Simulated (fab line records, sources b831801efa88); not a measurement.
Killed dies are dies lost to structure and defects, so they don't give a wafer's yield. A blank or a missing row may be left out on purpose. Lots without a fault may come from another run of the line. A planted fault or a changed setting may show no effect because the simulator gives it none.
One fault seen from 2 desks | flow sky130 | each desk has only its own numbers; what lay behind them comes last

THE TOOL OWNER'S DESK: plasma_asher-03
The tool's own readings at SKY_VT_ADJUST_HVTP_STRIP_10 (strips in O2/N2): means of the sampled wafers that have a number, for each lot that ran on this tool. A lot is out of limits, marked OUT, if its mean lies more than 4 standard deviations from the usual mean; the brackets give that distance.
Columns: A = drypump_motor_current_A at SKY_VT_ADJUST_HVTP_STRIP_10, usual 5.6 A; B = oes_product_au at SKY_VT_ADJUST_HVTP_STRIP_10, usual 0.717 a.u.; C = strip_time_to_endpoint_s at SKY_VT_ADJUST_HVTP_STRIP_10, usual 14.19 s
lot  | first seen here | A   | B     | C
L238 | day 5 21:41     | 5.2 | 0.719 | 14.23
L239 | day 6 07:15     | 5.2 | 0.716 | 14.23
L240 | day 6 15:17     | 5.5 | 0.714 | 14.15
L241 | day 6 22:02     | 5.8 | 0.713 | 14.26
L245 | day 7 18:37     | 5.2 | 0.715 | 14.18
L247 | day 8 15:08     | 5.5 | 0.714 | 14.11
L248 | day 8 22:28     | 5.2 | 0.717 | 14.25
L252 | day 9 21:20     | 5.5 | 0.717 | 14.22
L257 | day 11 00:17    | 5.2 | 0.716 | 14.15
L259 | day 11 11:04    | 5.2 | 0.713 | 14.21
This desk's finding: nothing out of limits on any of the 10 lots.

THE METROLOGY DESK
What the gauges read, lot by lot, whatever tool the lot ran on: means of the sampled wafers that have a number. A lot is out of limits, marked OUT, if its mean lies more than 4 standard deviations from the usual mean; the brackets give that distance.
Columns: A = CAP2M_TIN_RS at SKY_CAP2M_RS_MEAS_03, usual 6.91 ohm/sq; B = METAL5_ALCU_RS at SKY_METAL5_RS_MEAS_05, usual 0.02706 ohm/sq
lot  | first seen here | A    | B
L238 | day 39 10:28    | 6.84 | 0.02677
L239 | day 40 00:07    | 6.87 | 0.02687
L240 | day 40 11:46    | 6.94 | 0.02676
L241 | day 40 13:19    | 6.97 | 0.02722
L245 | day 41 20:09    | 6.92 | 0.02697
L247 | day 42 15:25    | 6.95 | 0.02753
L248 | day 42 22:43    | 6.99 | 0.02705
L249 | day 43 04:56    | 6.79 | 0.02712
L250 | day 43 06:50    | 6.92 | 0.02684
L252 | day 43 18:59    | 6.86 | 0.02728
L253 | day 44 03:41    | 6.94 | 0.02736
L257 | day 45 00:14    | 6.87 | 0.02708
L259 | day 45 10:14    | 7.01 | 0.02713
This desk's finding: nothing out of limits on any of the 13 lots.

PUT TOGETHER
The tool owner's desk saw nothing out of limits.
The metrology desk saw nothing out of limits.

WHAT THE SIMULATOR HAD PUT IN
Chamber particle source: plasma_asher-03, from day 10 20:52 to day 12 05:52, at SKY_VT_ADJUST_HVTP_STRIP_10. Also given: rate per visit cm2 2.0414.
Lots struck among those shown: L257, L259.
